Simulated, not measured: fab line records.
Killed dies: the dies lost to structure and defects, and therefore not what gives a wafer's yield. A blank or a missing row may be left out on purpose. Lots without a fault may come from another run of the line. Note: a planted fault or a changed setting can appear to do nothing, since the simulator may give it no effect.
One fault seen from 2 desks ; flow sky130 ; every desk sees just its own numbers, and what lay behind them comes last

THE TOOL OWNER'S DESK: cmp-02
The tool's own readings at SKY_VIA1_CMP_24 (polishes, stops on SiO2, t overpolish 15 s, target thk 0 nm): means of the sampled wafers that have a number, for each lot that ran on this tool. Any lot whose mean is over 4 standard deviations away from the usual mean is out of limits and marked OUT; that distance is given in the brackets.
Columns: A = motor current A at SKY_VIA1_CMP_24, usual 11.2 A; B = overpolish run s at SKY_VIA1_CMP_24, usual 15.001 s; C = time to endpoint s at SKY_VIA1_CMP_24, usual 64.8 s
lot;first seen here;A;B;C
L143;day 34 11:05;11.1;14.998;67.1
L154;day 38 22:44;11.4;15.003;56.1
L155;day 39 08:22;10.7;15.002;53.5 (-4.2) OUT
This desk finds L155 out of limits, L155 being first, at day 39 08:22 (time to endpoint s at SKY_VIA1_CMP_24). In limits: L143, L154.

AT THE METROLOGY DESK
What the gauges read, lot by lot, whatever tool the lot ran on: means of the sampled wafers that have a number. Any lot whose mean is over 4 standard deviations away from the usual mean is out of limits and marked OUT; that distance is given in the brackets. Of its 8 readings 7 are shown: those that lie furthest out on some lot.
Columns: A = cd nm at SKY_VIA1_CD_MEAS_12, usual 149.9 nm; B = VIA1_OVL at SKY_VIA1_OVL_MEAS_13, usual 0 nm; C = VIA1_W_THK at SKY_VIA1_THK_MEAS_23, usual 272 nm; D = METAL2_ALCU_RS at SKY_METAL2_RS_MEAS_05, usual 0.1268 ohm/sq; E = METAL2_ALCU_THK at SKY_METAL2_THK_MEAS_06, usual 248.9 nm; F = cd nm at SKY_METAL2_CD_MEAS_15, usual 140.0 nm; G = METAL2_OVL at SKY_METAL2_OVL_MEAS_16, usual 2 nm
lot;first seen here;A;B;C;D;E;F;G
L143;day 34 09:50;149.1;2;272;0.1276;245.9;139.7;6
L145;day 34 22:32;149.7;-3;275;0.1268;247.3;141.8;1
L154;day 38 21:29;149.7;-5;275;0.1262;247.9;140.6;-2
L155;day 39 07:11;149.2;-3;270;0.1255;253.8;140.4;4
L162;day 40 11:33;150.8;-3;272;0.1276;247.8;140.9;5
L163;day 40 21:49;148.0;-7;270;0.1245;253.0;140.0;2
Result from this desk: across the 6 lots, nothing is out of limits.

TAKEN TOGETHER
The tool owner's desk had the chance to raise an alarm at day 39 08:22 on L155.
At the metrology desk, nothing out of limits was observed.
The metrology desk holds a record of L155, inside its limits.
Of the lots named, all ran SKY_VIA1_CMP_24 on cmp-02.

WHAT THE SIMULATOR HAD INSERTED
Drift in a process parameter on cmp-02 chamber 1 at SKY_VIA1_CMP_24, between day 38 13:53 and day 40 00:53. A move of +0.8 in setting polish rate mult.
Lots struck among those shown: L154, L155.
Time in hours from fault onset to the first out-of-limits reading at each desk: the tool owner's desk, 18.
